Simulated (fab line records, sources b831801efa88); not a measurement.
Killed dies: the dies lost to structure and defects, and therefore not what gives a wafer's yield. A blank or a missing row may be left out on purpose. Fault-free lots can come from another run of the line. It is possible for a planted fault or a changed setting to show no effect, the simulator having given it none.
The tool behind it: which one? + flow gf180mcu + 18 wafers from 6 lots sampled at 3 of the route's 602 steps

WHAT THE GAUGES READ, wafer by wafer
GF_M1_CD_MEAS_14: the cd target is 230 nm.
| lot  | measured     | on        | cd-nm (nm)        |
|------|--------------|-----------|-------------------|
| L833 | day 17 21:09 | cd-sem-01 | 232.8 232.8 231.9 |
| L835 | day 18 00:58 | cd-sem-02 | 228.7 228.9 229.0 |
| L836 | day 19 01:36 | cd-sem-02 | 231.0 230.7 231.4 |
| L842 | day 20 22:38 | cd-sem-02 | 233.1 232.5 231.7 |
| L849 | day 23 09:48 | cd-sem-01 | 199.2 160.7 171.0 |
| L852 | day 24 15:06 | cd-sem-02 | 229.3 229.4 229.1 |

EACH LOT AND THE TOOL THAT RAN IT (in order: tool; ch and the chambers of the sampled wafers; start)
| lot  | GF_SAB_CVD_00                   | GF_M1_EXPOSE_11                   |
|------|---------------------------------|-----------------------------------|
| L833 | pecvd-03 ch 0,1,2, day 14 22:36 | krf-scanner-01 ch 0, day 17 09:10 |
| L835 | pecvd-01 ch 0,1,2, day 15 02:02 | krf-scanner-01 ch 0, day 17 13:58 |
| L836 | pecvd-03 ch 0,1,2, day 16 01:25 | krf-scanner-01 ch 0, day 18 13:17 |
| L842 | pecvd-02 ch 1,2, day 17 19:37   | krf-scanner-02 ch 0, day 20 10:43 |
| L849 | pecvd-03 ch 0,2, day 20 07:13   | krf-scanner-01 ch 0, day 22 22:46 |
| L852 | pecvd-01 ch 0,1,2, day 21 16:08 | krf-scanner-02 ch 0, day 24 04:39 |
- GF_SAB_CVD_00: deposits SiO2 from TEOS, target thk 50 nm, time 4.9302 s.
- GF_M1_EXPOSE_11: exposes mask Metal1, target cd 230 nm.

THE ANSWER, worked out from the rows above alone
Rule: the lots themselves supply what counts as usual. The widest of any qualifying gaps counts: lots, ordered by their means at a reading, are off when they make up no more than a third of the lots, leave a main group of 4 or more, and stand apart from it by 3 or more times the standard deviation of that group's means. Not used: any main group whose means are identical at the precision the tables above print for the reading. Also off: a lot with no number at a reading for which 4 or more lots have one. Any other lot the step has rows for is counted as sound.
Off, at GF_M1_CD_MEAS_14 on cd-nm: L849. The main group: mean 230.8 nm, standard deviation 1.5.
If a tool, at a process step before that reading, ran all the lots that are off and no sound lot after the first of them, it fits. Those tools and the gauges at GF_M1_CD_MEAS_14 are tried in the same way. Can't be told from this: 3 tools fit, pecvd-03 at GF_SAB_CVD_00, krf-scanner-01 at GF_M1_EXPOSE_11, cd-sem-01 at GF_M1_CD_MEAS_14.

WHAT HAD BEEN PUT IN BY THE SIMULATOR
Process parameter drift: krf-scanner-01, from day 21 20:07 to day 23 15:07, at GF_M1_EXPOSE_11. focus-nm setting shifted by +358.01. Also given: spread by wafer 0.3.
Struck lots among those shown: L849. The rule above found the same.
